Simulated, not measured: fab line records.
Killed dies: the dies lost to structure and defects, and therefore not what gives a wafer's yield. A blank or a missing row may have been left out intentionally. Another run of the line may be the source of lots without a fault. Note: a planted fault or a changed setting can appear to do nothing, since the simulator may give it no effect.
fab line records	flow sky130
record lots=24	wafers=72	last-day=50
route steps=708 shown NWELL@68 VT_ADJUST_HVTR@141 LOCAL_INTERCONNECT@401 CAPM@537 METAL3@564 VIA4@652
lots untouched by any fault: they come from a run of this same line in which no faults occurred
start-h: hours from the record's first day to the start of the lot's first wafer shown	wait-h: hours from the lot's prior step to this one	" repeats the value in the row above	L1.1+2: a single row standing in for several wafers	- value missing, or start not given	* or withheld: withheld	< > ~ a bound
route shown NAME@n: a module of which the file shows steps, and the number in the route of the first	usual: mean and standard deviation over wafers with no fault	same: alike in all rows	chamber/n: place in a boat	sites: per-site readings	_std_site: the standard deviation of these	_edge_site: the outer-site mean with the inner-site mean subtracted	radius-mm: for every site, how far away it sits from the centre of the wafer	mask NAME#n: copy n	behind: tool/chamber where the wafer was last shaped	hold: cause of the lot's hold/its duration in hours/its outcome	device: the transistor (n, p or np) that didn't switch	end of line: tests run on the same wafers once the route is complete	where a step has no rows: the recipe by itself	killed: count of dies lost to structure and defects at first sort (not the wafer's yield)	map: a wafer's dies, marking killed ones x, the rest . and places with no die _
set.NAME: the setting the step ran with; set.NAME@STEP: the setting that earlier step ran with	model.NAME: the simulator's own value behind a step, which no gauge read
a sample of lots followed through the steps of the route, with each step as a table and each wafer as a row
services: when a tool's chamber went out of use (start-h, in hours from the record's first day, below 0 if earlier), for how many hours, and the reason
## steps
# step SKY_NWELL_TW_MEAS_15
# usual NWELL_TW=1812/12
lot.wafer	tool	chamber	start-h	wait-h	NWELL_TW
L074.3	film-metro-01	-	94.05	0.1	1798
L074.4	"	-	"	"	1802
L074.6	"	-	"	"	1796
L075.1	film-metro-03	-	102.93	0.1	1813
L075.3	"	-	"	"	1816
L075.5	"	-	"	"	1822
L076.1	film-metro-02	-	105.88	0.1	1834
L076.2	"	-	"	"	1827
L076.3	"	-	"	"	1837
L077.3	film-metro-02	-	108.07	0.1	1833
L077.4	"	-	"	"	1828
L077.5	"	-	"	"	1828
L078.2	film-metro-03	-	113.58	0.1	1806
L078.4	"	-	"	"	1817
L078.6	"	-	"	"	1807
L079.3	film-metro-01	-	121.57	0.1	1803
L079.5	"	-	"	"	1808
L079.6	"	-	"	"	1805
L081.2	film-metro-01	-	129.99	0.1	1792
L081.3	"	-	"	"	1810
L081.6	"	-	"	"	1798
L080.3	film-metro-03	-	130.35	0.1	1821
L080.4	"	-	"	"	1817
L080.6	"	-	"	"	1817
L082.2	film-metro-03	-	133.06	0.1	1821
L082.5	"	-	"	"	1832
L082.6	"	-	"	"	1820
L083.1	film-metro-03	-	138.53	0.1	1822
L083.3	"	-	"	"	1830
L083.4	"	-	"	"	1823
L084.4	film-metro-01	-	146.36	0.1	1804
L084.5	"	-	"	"	1800
L084.6	"	-	"	"	1810
L085.1	film-metro-01	-	153.38	0.1	1809
L085.2	"	-	"	"	1804
L085.3	"	-	"	"	1805
L086.1	film-metro-01	-	156.62	0.1	1822
L086.3	"	-	"	"	1805
L086.5	"	-	"	"	1811
L087.3	film-metro-03	-	159.84	0.1	1818
L087.4	"	-	"	"	1816
L087.6	"	-	"	"	1813
L088.2	film-metro-01	-	166.04	0.1	1799
L088.3	"	-	"	"	1819
L088.5	"	-	"	"	1807
L089.2	film-metro-01	-	172.29	0.1	1785
L089.3	"	-	"	"	1797
L089.4	"	-	"	"	1800
L090.1	film-metro-01	-	178.52	0.1	1804
L090.3	"	-	"	"	1798
L090.5	"	-	"	"	1808
L091.2	film-metro-01	-	183.93	0.1	1793
L091.5	"	-	"	"	1794
L091.6	"	-	"	"	1794
L092.2	film-metro-01	-	190.73	0.1	1793
L092.5	"	-	"	"	1792
L092.6	"	-	"	"	1792
L093.2	film-metro-02	-	193.59	0.1	1822
L093.3	"	-	"	"	1835
L093.6	"	-	"	"	1812
L094.2	film-metro-02	-	205.98	0.1	1824
L094.3	"	-	"	"	1821
L094.4	"	-	"	"	1820
L095.2	film-metro-03	-	211.33	0.1	1812
L095.5	"	-	"	"	1814
L095.6	"	-	"	"	1807
L096.4	film-metro-03	-	215.93	0.1	1808
L096.5	"	-	"	"	1809
L096.6	"	-	"	"	1817
L097.1	film-metro-03	-	220.85	0.1	1825
L097.3	"	-	"	"	1820
L097.6	"	-	"	"	1822
# step SKY_VT_ADJUST_HVTR_STRIP_10
# recipe chemistry=O2/N2	power-w=1400	pressure-mtorr=1500	platen-temp-c=withheld	o2-flow-sccm=3000	n2-flow-sccm=300	overash-fraction=0.5
# usual drypump-motor-current-A=5.8/0.52	n2-flow-sccm=300.1/0.91	oes-product-au=0.716/0.0042	strip-time-to-endpoint-s=14.19/0.047
lot.wafer	tool	chamber	start-h	wait-h	drypump-motor-current-A	n2-flow-sccm	oes-product-au	rf-hours-counter-h	strip-time-to-endpoint-s
L074.3	plasma-asher-02	0	213.55	0.1	6.0	300.6	0.719	-	14.12
L074.4	"	1	"	"	5.0	299.6	0.712	-	14.10
L074.6	"	0	"	"	6.0	300.2	0.718	-	14.11
L075.1	plasma-asher-02	1	224.74	0.1	5.0	300.2	0.721	56	14.25
L075.3	"	0	"	"	6.0	300.5	0.717	-	14.24
L075.5	"	0	"	"	6.0	300.5	0.715	-	14.25
L076.1	plasma-asher-04	0	225.70	0.1	5.9	301.2	0.717	41	14.21
L076.2	"	1	"	"	5.6	299.9	0.716	41	14.22
L076.3	"	0	"	"	5.9	301.0	0.712	-	14.22
L077.3	plasma-asher-04	0	230.68	0.1	5.9	300.1	0.720	-	14.19
L077.4	"	1	"	"	5.6	300.9	0.707	-	14.19
L077.5	"	0	"	"	6.0	299.1	0.719	-	14.19
L078.2	plasma-asher-01	1	235.97	0.1	6.7	300.6	0.714	55	14.14
L078.4	"	0	"	"	5.6	300.1	0.722	-	14.19
L078.6	"	0	"	"	5.6	299.9	0.710	-	14.21
L079.3	plasma-asher-04	1	246.48	0.1	5.6	300.7	0.715	-	14.21
L079.5	"	1	"	"	5.6	300.2	0.714	-	14.18
L079.6	"	0	"	"	5.9	300.7	0.713	-	14.22
L081.2	plasma-asher-02	0	256.50	0.1	6.0	298.8	0.720	59	14.11
L081.3	"	0	"	"	6.0	300.2	0.715	-	14.12
L081.6	"	0	"	"	6.0	300.9	0.718	-	14.11
L080.3	plasma-asher-04	1	257.18	0.1	5.6	300.1	0.720	-	14.22
L080.4	"	0	"	"	6.0	301.6	0.711	-	14.21
L080.6	"	0	"	"	5.9	301.3	0.714	-	14.21
L082.2	plasma-asher-02	1	258.97	0.1	5.0	299.1	0.720	60	14.18
L082.5	"	1	"	"	5.0	302.4	0.718	-	14.13
L082.6	"	0	"	"	6.0	299.8	0.722	-	14.11
L083.1	plasma-asher-02	1	267.29	0.1	5.0	300.1	0.716	61	14.08
L083.3	"	1	"	"	5.0	298.5	0.715	-	14.12
L083.4	"	0	"	"	6.0	298.6	0.714	-	14.13
L084.4	plasma-asher-04	0	277.18	0.1	5.9	298.9	0.709	-	14.22
L084.5	"	0	"	"	5.9	300.1	0.718	-	14.26
L084.6	"	1	"	"	5.6	300.2	0.713	-	14.28
L085.1	plasma-asher-04	1	283.85	0.1	5.6	301.1	0.716	47	14.15
L085.2	"	0	"	"	5.9	301.9	0.718	47	14.11
L085.3	"	0	"	"	5.9	301.1	0.716	-	14.13
L086.1	plasma-asher-01	1	288.84	0.1	6.7	299.7	0.715	58	14.19
L086.3	"	0	"	"	5.6	299.4	0.719	-	14.16
L086.5	"	0	"	"	5.6	298.8	0.721	-	14.22
L087.3	plasma-asher-01	1	293.77	0.1	6.7	299.8	0.716	-	14.20
L087.4	"	0	"	"	5.5	300.7	0.710	-	14.22
L087.6	"	1	"	"	6.7	300.5	0.716	-	14.25
L088.2	plasma-asher-01	1	302.50	0.1	6.7	300.4	0.717	60	14.18
L088.3	"	0	"	"	5.5	301.4	0.718	-	14.14
L088.5	"	1	"	"	6.7	299.9	0.711	-	14.12
L089.2	plasma-asher-01	1	308.44	0.1	6.6	300.8	0.718	60	14.27
L089.3	"	1	"	"	6.7	299.8	0.720	-	14.25
L089.4	"	0	"	"	5.6	299.9	0.717	-	14.23
L090.1	plasma-asher-01	1	317.25	0.1	6.7	301.0	0.720	61	14.22
L090.3	"	0	"	"	5.6	300.0	0.719	-	14.21
L090.5	"	1	"	"	6.7	300.3	0.716	-	14.21
L091.2	plasma-asher-04	0	321.90	0.1	5.9	300.0	0.709	51	14.24
L091.5	"	0	"	"	5.9	300.3	0.718	-	14.26
L091.6	"	1	"	"	5.6	300.1	0.719	-	14.26
L092.2	plasma-asher-02	0	332.25	0.1	6.0	298.2	0.706	67	14.15
L092.5	"	0	"	"	6.0	298.5	0.717	-	14.19
L092.6	"	1	"	"	5.0	299.3	0.723	-	14.19
L093.2	plasma-asher-04	0	334.87	0.1	5.9	298.7	0.719	52	14.27
L093.3	"	0	"	"	5.9	299.7	0.717	-	14.25
L093.6	"	0	"	"	5.9	298.1	0.716	-	14.20
L094.2	plasma-asher-01	0	348.95	0.1	5.6	301.8	0.716	65	14.18
L094.3	"	0	"	"	5.6	300.0	0.716	-	14.17
L094.4	"	1	"	"	6.7	301.3	0.718	-	14.19
L095.2	plasma-asher-02	1	358.52	0.1	5.0	301.3	0.713	69	14.23
L095.5	"	0	"	"	6.0	299.7	0.713	-	14.25
L095.6	"	1	"	"	5.0	300.0	0.718	-	14.26
L096.4	plasma-asher-02	0	363.38	0.1	6.0	300.0	0.724	-	14.21
L096.5	"	0	"	"	6.0	299.5	0.711	-	14.20
L096.6	"	1	"	"	5.0	299.2	0.714	-	14.22
L097.1	plasma-asher-02	1	371.40	0.1	5.0	299.8	0.718	71	14.17
L097.3	"	1	"	"	5.0	300.0	0.718	-	14.18
L097.6	"	1	"	"	5.0	299.9	0.714	-	14.22
# step SKY_LOCAL_INTERCONNECT_METAL_ETCH_14
# recipe target-depth-nm=110	stop-on=PSG	chemistry=Cl2/BCl3	target=TiN	resist-sidewall-deg=88	pressure-mtorr=10	icp-w=900	bias-w=48.5	Cl2_flow_sccm=60	bcl3-flow-sccm=30	time-s=31.4
# usual drypump-motor-current-A=5.4/0.6	oes-product-au=0.942/0.0078	throttle-valve-pct=21.900/0.0096
lot.wafer	tool	chamber	start-h	wait-h	drypump-motor-current-A	oes-product-au	rf-hours-counter-h	throttle-valve-pct
L074.3	rie-metal-03	1	722.52	0.0	6.5	0.928	-	21.907
L074.4	"	0	"	"	5.6	0.923	-	21.921
L074.6	"	1	"	"	6.5	0.932	-	21.917
L076.1	rie-metal-03	0	729.68	0.0	5.6	0.937	13	21.902
L076.2	"	1	"	"	6.5	0.950	7	21.892
L076.3	"	0	"	"	5.6	0.936	-	21.903
L075.1	rie-metal-04	0	732.83	0.0	4.7	0.937	11	21.906
L075.3	"	1	"	"	5.1	0.935	-	21.904
L075.5	"	1	"	"	5.2	0.927	-	21.900
L077.3	rie-metal-04	1	736.84	0.0	5.2	0.945	-	21.897
L077.4	"	0	"	"	4.7	0.938	-	21.906
L077.5	"	0	"	"	4.7	0.942	-	21.895
L078.2	rie-metal-02	1	740.78	0.0	5.9	0.941	6	21.890
L078.4	"	0	"	"	5.2	0.939	-	21.897
L078.6	"	0	"	"	5.2	0.942	-	21.890
L079.3	rie-metal-04	0	746.42	0.0	4.7	0.943	-	21.892
L079.5	"	1	"	"	5.2	0.952	-	21.899
L079.6	"	0	"	"	4.7	0.947	-	21.895
L081.2	rie-metal-04	1	762.60	0.0	5.2	0.947	5	21.881
L081.3	"	1	"	"	5.2	0.940	-	21.891
L081.6	"	1	"	"	5.2	0.948	-	21.890
L080.3	rie-metal-02	1	766.57	0.0	6.0	0.930	-	21.899
L080.4	"	0	"	"	5.2	0.929	-	21.918
L080.6	"	1	"	"	6.0	0.940	-	21.890
L082.2	rie-metal-03	1	767.51	0.0	6.5	0.933	9	21.904
L082.5	"	1	"	"	6.5	0.931	-	21.915
L082.6	"	0	"	"	5.6	0.937	-	21.916
L083.1	rie-metal-04	1	778.85	0.0	5.2	0.948	6	21.894
L083.3	"	0	"	"	4.7	0.953	-	21.893
L083.4	"	1	"	"	5.2	0.945	-	21.891
L084.4	rie-metal-03	0	788.27	0.1	5.6	0.944	-	21.895
L084.5	"	0	"	"	5.6	0.949	-	21.893
L084.6	"	1	"	"	6.5	0.939	-	21.908
L085.1	rie-metal-04	1	796.98	0.1	5.2	0.939	7	21.911
L085.2	"	1	"	"	5.2	0.941	-	21.908
L085.3	"	1	"	"	5.2	0.945	-	21.921
L086.1	rie-metal-02	0	798.90	0.0	5.2	0.940	9	21.899
L086.3	"	0	"	"	5.2	0.937	-	21.902
L086.5	"	0	"	"	5.2	0.934	-	21.900
L087.3	rie-metal-02	0	806.09	0.0	5.1	0.942	-	21.884
L087.4	"	1	"	"	5.9	0.927	-	21.891
L087.6	"	0	"	"	5.2	0.946	-	21.897
L088.2	rie-metal-04	1	813.00	0.0	5.2	0.948	8	21.904
L088.3	"	1	"	"	5.2	0.954	-	21.885
L088.5	"	1	"	"	5.1	0.948	-	21.910
L089.2	rie-metal-04	1	818.68	0.0	5.2	0.931	8	21.912
L089.3	"	1	"	"	5.2	0.937	-	21.906
L089.4	"	0	"	"	4.7	0.940	-	21.907
L090.1	rie-metal-02	0	829.22	0.1	5.2	0.933	10	21.901
L090.3	"	1	"	"	6.0	0.941	-	21.904
L090.5	"	0	"	"	5.2	0.949	-	21.904
L091.2	rie-metal-03	1	831.83	0.1	6.5	0.964	-	21.885
L091.5	"	1	"	"	6.5	0.949	-	21.887
L091.6	"	1	"	"	6.5	0.942	-	21.903
L092.2	rie-metal-02	1	847.63	0.0	6.0	0.939	10	21.918
L092.5	"	1	"	"	6.0	0.930	-	21.911
L092.6	"	0	"	"	5.2	0.951	-	21.888
L093.2	rie-metal-04	0	848.55	0.0	4.7	0.949	1	21.903
L093.3	"	1	"	"	5.1	0.944	-	21.906
L093.6	"	0	"	"	4.7	0.960	-	21.885
L094.2	rie-metal-04	0	859.65	0.0	4.7	0.942	2	21.896
L094.3	"	0	"	"	4.7	0.963	-	21.905
L094.4	"	1	"	"	5.2	0.957	-	21.902
L095.2	rie-metal-02	1	866.55	0.0	6.0	0.948	11	21.898
L095.5	"	0	"	"	5.2	0.940	-	21.897
L095.6	"	1	"	"	5.9	0.944	-	21.901
L096.4	rie-metal-04	0	870.18	0.0	4.7	0.935	-	21.902
L096.5	"	0	"	"	4.7	0.939	-	21.904
L096.6	"	1	"	"	5.2	0.931	-	21.905
L097.1	rie-metal-03	1	875.50	0.0	6.5	0.946	13	21.908
L097.3	"	1	"	"	6.5	0.945	-	21.887
L097.6	"	1	"	"	6.5	0.941	-	21.903
# step SKY_CAPM_CVD_00
# recipe material=SiO2	target-thk-nm=15.5	temp-c=400	time-s=withheld	rf-w=450
# usual heater-power-w=714/87	susceptor-temp-C=400.02/0.21
lot.wafer	tool	chamber	start-h	wait-h	heater-power-w	susceptor-temp-C
L074.3	pecvd-02	0	864.65	0.0	641	400.00
L074.4	"	2	"	"	808	400.15
L074.6	"	1	"	"	608	400.42
L076.1	pecvd-01	1	872.01	0.0	765	400.21
L076.2	"	2	"	"	783	399.78
L076.3	"	0	"	"	761	399.83
L075.1	pecvd-03	2	874.21	0.0	875	399.91
L075.3	"	0	"	"	625	400.11
L075.5	"	1	"	"	642	399.51
L077.3	pecvd-02	0	877.65	0.0	757	400.47
L077.4	"	1	"	"	594	400.07
L077.5	"	1	"	"	581	400.07
L078.2	pecvd-03	0	882.86	0.0	623	400.05
L078.4	"	2	"	"	887	400.27
L078.6	"	1	"	"	613	400.50
L079.3	pecvd-03	1	887.94	0.0	678	400.06
L079.5	"	0	"	"	630	399.95
L079.6	"	1	"	"	675	400.05
L081.2	pecvd-03	0	901.69	0.0	644	399.92
L081.3	"	1	"	"	612	399.95
L081.6	"	0	"	"	645	400.20
L080.3	pecvd-02	2	906.34	0.0	789	399.97
L080.4	"	0	"	"	752	400.16
L080.6	"	1	"	"	665	400.22
L082.2	pecvd-03	1	906.73	0.0	636	399.86
L082.5	"	2	"	"	885	400.04
L082.6	"	0	"	"	734	399.88
L083.1	pecvd-03	0	917.97	0.0	719	400.11
L083.3	"	2	"	"	859	399.85
L083.4	"	1	"	"	571	399.94
L084.4	pecvd-03	2	926.76	0.0	827	399.95
L084.5	"	1	"	"	570	400.32
L084.6	"	0	"	"	668	399.66
L085.1	pecvd-01	2	935.51	0.0	735	399.76
L085.2	"	1	"	"	727	400.08
L085.3	"	0	"	"	772	399.82
L086.1	pecvd-03	0	937.54	0.0	666	399.86
L086.3	"	0	"	"	639	399.85
L086.5	"	2	"	"	744	400.19
L087.3	pecvd-02	0	942.54	0.0	791	399.89
L087.4	"	1	"	"	591	400.00
L087.6	"	2	"	"	853	399.78
L088.2	pecvd-02	1	948.09	0.0	670	399.81
L088.3	"	0	"	"	634	400.08
L088.5	"	2	"	"	775	400.14
L089.2	pecvd-01	0	954.79	0.0	689	399.74
L089.3	"	0	"	"	704	399.93
L089.4	"	1	"	"	698	399.77
L090.1	pecvd-03	0	965.74	0.0	704	399.63
L090.3	"	1	"	"	571	400.17
L090.5	"	2	"	"	782	400.15
L091.2	pecvd-01	2	966.74	0.0	843	399.96
L091.5	"	1	"	"	771	400.20
L091.6	"	2	"	"	826	399.81
L092.2	pecvd-01	2	980.44	0.0	848	399.93
L092.5	"	2	"	"	874	399.92
L092.6	"	0	"	"	692	399.95
L093.2	pecvd-03	1	982.27	0.0	604	399.89
L093.3	"	0	"	"	627	400.15
L093.6	"	1	"	"	601	400.20
L094.2	pecvd-02	2	992.79	0.0	822	400.11
L094.3	"	1	"	"	646	399.75
L094.4	"	2	"	"	827	399.93
L095.2	pecvd-03	0	999.79	0.0	597	400.20
L095.5	"	0	"	"	622	399.97
L095.6	"	1	"	"	616	399.94
L096.4	pecvd-02	2	1001.95	0.0	789	400.24
L096.5	"	1	"	"	665	399.94
L096.6	"	0	"	"	758	400.19
L097.1	pecvd-01	2	1007.94	0.0	857	399.73
L097.3	"	2	"	"	842	399.85
L097.6	"	2	"	"	832	400.23
# step SKY_METAL3_OVL_MEAS_14
# usual METAL3_OVL=5/5.3
lot.wafer	tool	chamber	start-h	wait-h	METAL3_OVL[nm]
L074.3	overlay-02	-	916.68	0.1	4
L074.4	"	-	"	"	5
L074.6	"	-	"	"	-2
L076.1	overlay-01	-	922.90	0.1	2
L076.2	"	-	"	"	1
L076.3	"	-	"	"	7
L075.1	overlay-01	-	925.06	0.1	2
L075.3	"	-	"	"	2
L075.5	"	-	"	"	11
L077.3	overlay-02	-	928.38	0.1	11
L077.4	"	-	"	"	13
L077.5	"	-	"	"	9
L078.2	overlay-01	-	933.22	0.1	8
L078.4	"	-	"	"	1
L078.6	"	-	"	"	6
L079.3	overlay-02	-	938.49	0.1	7
L079.5	"	-	"	"	14
L079.6	"	-	"	"	8
L081.2	overlay-02	-	951.57	0.1	8
L081.3	"	-	"	"	9
L081.6	"	-	"	"	4
L080.3	overlay-01	-	957.04	0.1	9
L080.4	"	-	"	"	8
L080.6	"	-	"	"	7
L082.2	overlay-02	-	957.61	0.1	11
L082.5	"	-	"	"	4
L082.6	"	-	"	"	17
L083.1	overlay-01	-	967.64	0.1	8
L083.3	"	-	"	"	4
L083.4	"	-	"	"	-4
L084.4	overlay-02	-	975.95	0.1	1
L084.5	"	-	"	"	0
L084.6	"	-	"	"	3
L085.1	overlay-02	-	984.73	0.1	2
L085.2	"	-	"	"	-2
L085.3	"	-	"	"	5
L086.1	overlay-02	-	986.87	0.1	2
L086.3	"	-	"	"	11
L086.5	"	-	"	"	5
L087.3	overlay-02	-	991.78	0.1	3
L087.4	"	-	"	"	6
L087.6	"	-	"	"	7
L088.2	overlay-01	-	996.81	0.1	2
L088.3	"	-	"	"	-2
L088.5	"	-	"	"	3
L089.2	overlay-01	-	1003.82	0.1	4
L089.3	"	-	"	"	14
L089.4	"	-	"	"	13
L090.1	overlay-02	-	1014.53	0.1	18
L090.3	"	-	"	"	10
L090.5	"	-	"	"	18
L091.2	overlay-01	-	1015.27	0.1	1
L091.5	"	-	"	"	3
L091.6	"	-	"	"	-5
L092.2	overlay-01	-	1027.87	0.1	4
L092.5	"	-	"	"	2
L092.6	"	-	"	"	1
L093.2	overlay-01	-	1029.24	0.1	5
L093.3	"	-	"	"	4
L093.6	"	-	"	"	13
L094.2	overlay-02	-	1039.82	0.1	5
L094.3	"	-	"	"	1
L094.4	"	-	"	"	11
L095.2	overlay-02	-	1045.67	0.1	-1
L095.5	"	-	"	"	1
L095.6	"	-	"	"	-5
L096.4	overlay-01	-	1048.00	0.1	11
L096.5	"	-	"	"	9
L096.6	"	-	"	"	9
L097.1	overlay-02	-	1053.63	0.1	6
L097.3	"	-	"	"	5
L097.6	"	-	"	"	3
# step SKY_VIA4_STRIP_13
# recipe chemistry=O2/N2	power-w=1400	pressure-mtorr=1500	platen-temp-c=withheld	o2-flow-sccm=3000	n2-flow-sccm=300	overash-fraction=0.5
# usual drypump-motor-current-A=6.0/0.4	n2-flow-sccm=299.9/0.96	oes-product-au=0.709/0.0044	strip-time-to-endpoint-s=13.01/0.056
lot.wafer	tool	chamber	start-h	wait-h	drypump-motor-current-A	n2-flow-sccm	oes-product-au	rf-hours-counter-h	strip-time-to-endpoint-s
L074.3	plasma-asher-04	1	1019.42	-	5.6	300.8	0.713	-	12.93
L074.4	"	0	"	"	6.0	299.6	0.701	-	12.91
L074.6	"	1	"	"	5.6	302.6	0.706	-	12.95
L076.1	plasma-asher-01	0	1024.15	-	5.6	299.5	0.709	27	12.98
L076.2	"	1	"	"	6.7	300.5	0.702	27	13.02
L076.3	"	0	"	"	5.6	300.0	0.705	-	12.95
L075.1	plasma-asher-03	0	1026.57	-	6.3	299.6	0.705	87	12.92
L075.3	"	1	"	"	5.9	299.9	0.710	-	12.96
L075.5	"	1	"	"	5.9	298.8	0.714	-	12.98
L077.3	plasma-asher-04	1	1028.90	-	5.6	299.5	0.711	-	12.98
L077.4	"	0	"	"	5.9	298.8	0.705	-	13.03
L077.5	"	1	"	"	5.6	299.6	0.706	-	13.04
L078.2	plasma-asher-01	1	1033.99	-	6.7	300.7	0.707	28	13.04
L078.4	"	1	"	"	6.7	299.9	0.700	-	13.06
L078.6	"	0	"	"	5.6	298.7	0.707	-	13.02
L079.3	plasma-asher-03	1	1038.59	-	6.0	297.8	0.709	-	13.01
L079.5	"	1	"	"	6.0	298.6	0.709	-	13.03
L079.6	"	0	"	"	6.4	301.2	0.716	-	13.02
L081.2	plasma-asher-03	1	1050.69	-	5.9	299.3	0.711	90	12.92
L081.3	"	0	"	"	6.4	301.4	0.719	-	12.97
L081.6	"	1	"	"	5.9	300.2	0.707	-	13.01
L080.3	plasma-asher-04	1	1054.90	-	5.6	299.6	0.717	-	13.02
L080.4	"	0	"	"	6.0	299.9	0.710	-	13.07
L080.6	"	1	"	"	5.6	298.6	0.711	-	13.01
L082.2	plasma-asher-03	0	1056.85	-	6.3	299.1	0.710	91	13.03
L082.5	"	0	"	"	6.3	300.0	0.704	-	13.07
L082.6	"	1	"	"	5.9	301.5	0.710	-	13.10
L083.1	plasma-asher-04	1	1065.39	-	5.6	301.6	0.712	0	12.98
L083.3	"	1	"	"	5.6	301.6	0.717	-	13.10
L083.4	"	0	"	"	6.0	299.5	0.713	-	13.03
L084.4	plasma-asher-01	0	1073.30	-	5.6	300.5	0.707	-	13.05
L084.5	"	1	"	"	6.7	300.5	0.716	-	13.01
L084.6	"	0	"	"	5.6	300.4	0.711	-	13.12
L085.1	plasma-asher-01	0	1080.82	-	5.6	299.5	0.714	33	12.89
L085.2	"	1	"	"	6.7	299.4	0.705	33	13.00
L085.3	"	0	"	"	5.6	300.2	0.709	-	12.90
L086.1	plasma-asher-03	0	1082.24	-	6.3	302.1	0.712	94	12.96
L086.3	"	0	"	"	6.4	300.6	0.705	-	13.01
L086.5	"	1	"	"	5.9	298.2	0.715	-	13.03
L087.3	plasma-asher-01	0	1086.44	-	5.6	299.5	0.713	-	13.01
L087.4	"	1	"	"	6.7	301.0	0.701	-	13.02
L087.6	"	1	"	"	6.7	300.1	0.715	-	13.03
L088.2	plasma-asher-04	0	1090.94	-	5.9	299.8	0.711	2	12.95
L088.3	"	1	"	"	5.6	299.2	0.709	-	12.95
L088.5	"	1	"	"	5.6	299.6	0.718	-	12.98
L089.2	plasma-asher-01	1	1097.06	-	6.7	300.8	0.716	35	12.93
L089.3	"	1	"	"	6.7	299.9	0.714	-	13.06
L089.4	"	0	"	"	5.6	300.5	0.710	-	12.96
L090.1	plasma-asher-03	0	1105.99	-	6.3	300.7	0.710	95	13.08
L090.3	"	0	"	"	6.3	300.0	0.701	-	13.04
L090.5	"	0	"	"	6.4	300.4	0.712	-	13.03
L091.2	plasma-asher-01	0	1106.29	-	5.6	300.4	0.708	36	12.94
L091.5	"	1	"	"	6.8	299.1	0.707	-	13.12
L091.6	"	0	"	"	5.6	300.7	0.707	-	13.04
L092.2	plasma-asher-04	1	1118.22	-	5.6	301.9	0.708	5	12.98
L092.5	"	1	"	"	5.6	301.7	0.715	-	13.00
L092.6	"	0	"	"	5.9	299.5	0.706	-	13.05
L093.2	plasma-asher-04	1	1121.06	-	5.6	300.0	0.716	5	13.04
L093.3	"	0	"	"	6.0	301.7	0.713	-	13.12
L093.6	"	0	"	"	6.0	300.2	0.704	-	13.08
L094.2	plasma-asher-01	1	1129.69	-	6.8	299.1	0.708	38	12.94
L094.3	"	0	"	"	5.6	299.9	0.707	-	13.02
L094.4	"	1	"	"	6.7	299.9	0.714	-	12.93
L095.2	plasma-asher-03	1	1133.14	-	5.9	299.1	0.708	98	13.04
L095.5	"	0	"	"	6.3	300.3	0.701	-	13.00
L095.6	"	1	"	"	5.9	300.8	0.707	-	12.99
L096.4	plasma-asher-04	0	1135.59	-	5.9	299.9	0.707	-	13.06
L096.5	"	0	"	"	5.9	299.9	0.705	-	13.08
L096.6	"	1	"	"	5.6	298.7	0.717	-	13.06
L097.1	plasma-asher-03	0	1140.17	-	6.3	300.1	0.714	99	12.97
L097.3	"	0	"	"	6.3	298.9	0.707	-	13.04
L097.6	"	0	"	"	6.3	298.9	0.711	-	13.07
## services
tool	chamber	start-h	hours	kind
plasma-asher-01	-	206.01	6.3	repair
plasma-asher-01	-	254.36	20.7	repair
rie-metal-04	-	286.85	2.8	pm
rie-metal-04	-	299.16	14.6	pm
pecvd-03	-	309.88	2.8	pm
rie-metal-04	-	320.27	1.1	repair
plasma-asher-01	-	371.14	25.5	pm
plasma-asher-01	-	405.40	0.4	repair
plasma-asher-01	-	419.84	1.1	repair
plasma-asher-01	-	468.41	0.8	repair
plasma-asher-04	-	479.54	2.8	pm
plasma-asher-01	-	563.37	4.4	repair
plasma-asher-01	-	590.48	0.6	repair
plasma-asher-01	-	608.89	18.9	repair
plasma-asher-01	-	619.80	1.5	repair
plasma-asher-04	-	695.19	4.2	repair
plasma-asher-01	-	733.75	9.0	pm
plasma-asher-04	-	815.43	1.5	repair
plasma-asher-01	-	841.53	2.8	pm
plasma-asher-04	-	945.25	3.0	repair
plasma-asher-04	-	947.79	2.3	repair
plasma-asher-01	-	980.87	0.3	repair
plasma-asher-04	-	1029.31	21.5	pm
plasma-asher-04	-	1055.25	9.0	pm
## key
fault none
